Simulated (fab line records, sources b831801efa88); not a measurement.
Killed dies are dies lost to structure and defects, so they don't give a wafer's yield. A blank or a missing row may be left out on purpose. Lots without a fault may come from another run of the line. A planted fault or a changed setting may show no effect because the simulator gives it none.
A struck lot beside a sound one | flow sky130 | 38 steps out of a route of 708
Sound: wafers L509.1, L509.3, L509.4. Struck: wafers L501.2, L501.4, L501.6. The cause comes at the end.
At each step with rows: each side's tool, then ch and its chambers, then its first start. Under that, the readings that differ: sound wafers | struck wafers | difference of the means | sigmas: that difference in standard deviations of wafers without a fault.
alike: readings whose means differ by less than 2 such deviations, and words and numbers that are the same on both sides. not compared: withheld readings, readings that some wafer has no value for, bounds like >300 that may hide the same value, and numbers for which the record gives no deviation and whose values overlap.
The two part at a step that has a row with sigmas, a row that says differs or no value, or rows on one side only. Numbers that don't overlap but have no deviation are shown without sigmas and don't part them. A reading that every wafer of one side lacks parts them only if that side has two wafers or more.

first, 9 steps without rows for these wafers: SKY_VIA2_SPUTTER_20 (material TiN, target thk 20 nm, time 80 s); SKY_VIA2_CVD_21 (deposits W, target thk 420 nm, time 126.4 s); SKY_VIA2_CMP_24 (polishes, stops on SiO2, t overpolish 20 s, target thk 0 nm); SKY_METAL3_SPUTTER_00 (material Ti, target thk 15 nm, time 10 s); SKY_METAL3_SPUTTER_01 (material TiN, target thk 20 nm, time 16.7 s); SKY_METAL3_SPUTTER_02 (material AlCu, target thk 735 nm, time 39.1 s); SKY_METAL3_SPUTTER_03 (material Ti, target thk 5 nm, time 3.3 s); SKY_METAL3_SPUTTER_04 (material TiN, target thk 70 nm, time 58.3 s); SKY_CAPM_CVD_00 (deposits SiO2, target thk 15.5 nm).
SKY_CAPM_SPUTTER_02: material TiN, target thk 200 nm, time 166.7 s.
  sound on pvd_sputter-04, day 43 03:51; struck on pvd_sputter-01, day 40 11:01
  reading                                  | sound                | struck               | difference | sigmas
  cathode_dc_power_W (W)                   | 6500.2 6500.1 6500.2 | 5889.5 5886.2 5888.9 | -612.0     | -99 or more
  model.TiN_of_CAPM_SPUTTER_02.thk_nm (nm) | 196.5 198 193.5      | 179.1 181.5 179.5    | -16.0      |
  alike: throttle_valve_pct
SKY_CAPM_RS_MEAS_03: measures by four-point-probe.
  sound on film_metro-01, day 43 03:58; struck on film_metro-01, day 40 11:08
  reading              | sound          | struck         | difference | sigmas
  CAPM_TIN_RS (ohm/sq) | 7.05 6.98 7.14 | 7.74 7.64 7.72 | +0.64      | +8
SKY_CAPM_THK_MEAS_04: measures by xrf.
  sound on film_metro-01, day 43 04:05; struck on film_metro-01, day 40 11:15
  reading           | sound             | struck            | difference | sigmas
  CAPM_TIN_THK (nm) | 200.3 201.1 196.5 | 179.8 182.8 180.3 | -18.3      | -8
then, 7 steps without rows for these wafers: SKY_CAPM_DEHYDRATE_05 (time 60 s); SKY_CAPM_HMDS_06 (prime time 60 s); SKY_CAPM_COAT_07 (resist thk 1140 nm); SKY_CAPM_SOFTBAKE_08 (time 60 s); SKY_CAPM_EXPOSE_09 (exposes mask CAPM, target cd 1000 nm); SKY_CAPM_PEB_10; SKY_CAPM_DEVELOP_11 (develop time 60 s).
SKY_CAPM_METAL_ETCH_13: etches TiN in Cl2/BCl3, stops on SiO2, target depth 220 nm, time 62.9 s.
  sound on rie_metal-01 ch 0,1, day 44 02:37; struck on rie_metal-01 ch 0,1, day 41 10:58
  reading                | sound                | struck               | difference | sigmas
  oes_product_au (a.u.)  | 0.932 0.937 0.930    | 0.886 0.895 0.888    | -0.043     | -6
  throttle_valve_pct (%) | 21.890 21.896 21.915 | 21.950 21.941 21.938 | +0.043     | +4
  alike: drypump_motor_current_A
  not compared: rf_hours_counter_h
then, 16 steps without rows for these wafers: SKY_CAPM_STRIP_14 (strips in O2/N2); SKY_CAPM_STRIP_15 (strips in post etch residue remover, time 1200 s); SKY_CAPM_CLEAN_16 (cleans in IPA, time 180 s); SKY_CAPM_CLEAN_17 (cleans in O3/DIW); SKY_METAL3_DEHYDRATE_05 (time 60 s); SKY_METAL3_HMDS_06 (prime time 60 s); SKY_METAL3_COAT_07 (resist thk 60 nm); SKY_METAL3_COAT_08 (resist thk 1140 nm); SKY_METAL3_SOFTBAKE_09 (time 90 s); SKY_METAL3_EXPOSE_10 (exposes mask MM3, target cd 300 nm); SKY_METAL3_PEB_11; SKY_METAL3_DEVELOP_12 (develop time 60 s); SKY_METAL3_DESCUM_15 (chemistry O2, time 8 s); SKY_METAL3_ETCH_16 (etches BARC in N2/H2, stops on SiO2, time 88.2 s, target depth 60 nm); SKY_METAL3_ETCH_17 (etches SiO2 in C4F8/O2/Ar, stops on TiN, time 3.9 s, target depth 15 nm); SKY_METAL3_METAL_ETCH_18 (etches the open film in Cl2/BCl3, stops on SiO2, target depth 845 nm, time 183.1 s).
SKY_METAL3_STRIP_20: strips in post etch residue remover, time 1200 s.
  sound on wet_bench-04 ch 1, day 45 01:40; struck on wet_bench-04 ch 0, day 42 11:54
  reading                                  | sound             | struck            | difference | sigmas
  model.TiN_of_CAPM_SPUTTER_02.thk_nm (nm) | 195.6 197.2 192.7 | 178.2 180.7 178.7 | -16.0      |
-- the record jumps here: 6 days lie between the struck wafers' starts before and after (it left off in module METAL3 and takes up again in module PAD_OPEN, whose first step shown is number 708 of the route) --
SKY_PAD_OPEN_PROBE_99:
  sound on prober-02, day 50 20:59; struck on prober-01, day 48 23:37
  reading                          | sound             | struck            | difference | sigmas
  model.etest.cap_mim.plate_ohm_sq | 6.189 6.095 6.202 | 6.726 6.655 6.701 | +0.532     |
  alike: defect_limited_yield, killed_at_M0_to_M3, killed_at_M4_up, killed_at_contacts, killed_at_front_end, killed_at_other, killed_dies, killed_open, killed_short, sort_bin_3_pad_short, sort_bin_5_function, sort_bin_6_memory, sort_n_pass, sort_yield_pct
  not compared: model.etest.cap_mim.leak_log10_a_cm2

WHERE THEY PART
First at SKY_CAPM_SPUTTER_02; last, within this record, at SKY_CAPM_METAL_ETCH_13. Later steps at which nothing parts them and some readings are alike: SKY_PAD_OPEN_PROBE_99.

WHY: what the simulator had put in
Process parameter drift: pvd_sputter-01, from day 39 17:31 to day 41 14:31, at SKY_CAPM_SPUTTER_02. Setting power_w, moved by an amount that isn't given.
